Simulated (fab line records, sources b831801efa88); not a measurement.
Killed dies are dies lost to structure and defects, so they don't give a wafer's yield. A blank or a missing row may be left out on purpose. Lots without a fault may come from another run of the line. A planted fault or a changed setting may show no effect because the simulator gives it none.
One fault seen from 2 desks | flow sky130 | each desk has only its own numbers; what lay behind them comes last

THE METROLOGY DESK
What the gauges read, lot by lot, whatever tool the lot ran on: means of the sampled wafers that have a number. A lot is out of limits, marked OUT, if its mean lies more than 4 standard deviations from the usual mean; the brackets give that distance.
Columns: A = LDD_HVP_TW at SKY_LDD_HVP_TW_MEAS_10, usual 463; B = LDD_LDN_OVL at SKY_LDD_LDN_OVL_MEAS_07, usual -0.7 nm
lot  | first seen here | A   | B
L932 | day 21 15:43    | 462 | 1.2
L935 | day 22 08:34    | 469 | -1.8
L937 | day 23 11:51    | 460 | -1.6
L945 | day 26 14:36    | 467 | -0.2
L950 | day 28 02:31    | 465 | 0.9
L951 | day 28 06:36    | 461 | -1.3
This desk's finding: nothing out of limits on any of the 6 lots.

THE TOOL OWNER'S DESK: implanter-04
The tool's own readings at SKY_LDD_LDN_IMPLANT_10: means of the sampled wafers that have a number, for each lot that ran on this tool. A lot is out of limits, marked OUT, if its mean lies more than 4 standard deviations from the usual mean; the brackets give that distance.
Columns: A = beam_energy_keV at SKY_LDD_LDN_IMPLANT_10, usual 14.999; B = beam_on_s at SKY_LDD_LDN_IMPLANT_10, usual 10.02 s
lot  | first seen here | A                | B
L932 | day 22 21:34    | 15.002           | 10.10
L935 | day 23 13:56    | 14.789 (-49) OUT | 10.04
L937 | day 24 16:47    | 14.791 (-48) OUT | 9.76
This desk's finding: out of limits on L935, L937; first on L935, day 23 13:56 (beam_energy_keV at SKY_LDD_LDN_IMPLANT_10). In limits: L932.

PUT TOGETHER
The tool owner's desk could have raised an alarm at day 23 13:56, on L935, L937.
The metrology desk saw nothing out of limits.
The metrology desk has L935, L937 on record, within its limits.
Of the lots named, all ran SKY_LDD_LDN_IMPLANT_10 on implanter-04.

WHAT THE SIMULATOR HAD PUT IN
Process parameter drift: implanter-04, from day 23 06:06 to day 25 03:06, at SKY_LDD_LDN_IMPLANT_10. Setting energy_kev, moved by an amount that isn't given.
Lots struck among those shown: L935, L937.
Hours from the fault's start to each desk's first reading out of limits: the tool owner's desk, 8.
